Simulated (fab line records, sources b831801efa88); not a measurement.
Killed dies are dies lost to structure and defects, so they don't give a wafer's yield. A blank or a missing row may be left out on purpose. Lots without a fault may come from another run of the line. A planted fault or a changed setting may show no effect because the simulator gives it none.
Chamber matching | flow sky130 | SKY_VIA3_CMP_24 on cmp-01: 4 sister chambers
The step polishes, stops on SiO2, t overpolish 20 s, target thk 0 nm. 8 wafers are shown with their chamber, then 12 later ones without.

WAFERS WITH THEIR CHAMBER
wafer  | chamber | motor_current_A (A) | edge_zone_pressure_frac
L087.3 | 0       | 9.8                 | 1.001
L087.5 | 1       | 10.2                | 1.007
L090.4 | 1       | 10.4                | 1.002
L090.5 | 2       | 12.2                | 1.008
L090.6 | 3       | 12.7                | 0.998
L092.4 | 0       | 9.7                 | 0.997
L092.5 | 2       | 12.3                | 1.012
L092.6 | 3       | 13.7                | 0.995

WAFERS WITHOUT THEIR CHAMBER
wafer  | motor_current_A (A) | edge_zone_pressure_frac
L089.2 | 13.7                | 1.001
L089.4 | 11.8                | 1.007
L089.5 | 10.0                | 1.005
L091.1 | 10.2                | 1.001
L091.2 | 13.1                | 0.999
L091.6 | 9.5                 | 0.996
L094.1 | 10.4                | 1.005
L094.3 | 10.1                | 0.998
L094.6 | 12.9                | 0.998
L097.1 | 9.4                 | 0.995
L097.2 | 12.7                | 0.998
L097.5 | 9.7                 | 0.996

WHICH CHAMBER EACH WENT THROUGH
wafer  | from the rows above     | in truth
L089.2 | 3                       | 3
L089.4 | 2                       | 2
L089.5 | can't be placed: 1 or 0 | 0
L091.1 | can't be placed: 1 or 0 | 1
L091.2 | 3                       | 3
L091.6 | 0                       | 0
L094.1 | 1                       | 1
L094.3 | can't be placed: 0 or 1 | 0
L094.6 | 3                       | 3
L097.1 | 0                       | 0
L097.2 | 3                       | 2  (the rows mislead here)
L097.5 | 0                       | 0
Placed correctly: 8 of 12. Can't be placed from these rows: 3 (the true chamber is among the candidates in 3). Placed wrongly: 1.
How it was worked out, from the rows above alone: a wafer's distance from a chamber is the root of the sum, over the readings, of the square of ((its reading less the chamber's mean) divided by the reading's scatter). The wafer belongs to the nearest chamber; if the next one is less than 2 further off, it can't be placed. A chamber's mean is the mean of its shown wafers. The scatter: the root of (the sum of the squares of (reading less its chamber's mean) over the shown wafers, divided by (wafers less chambers)).
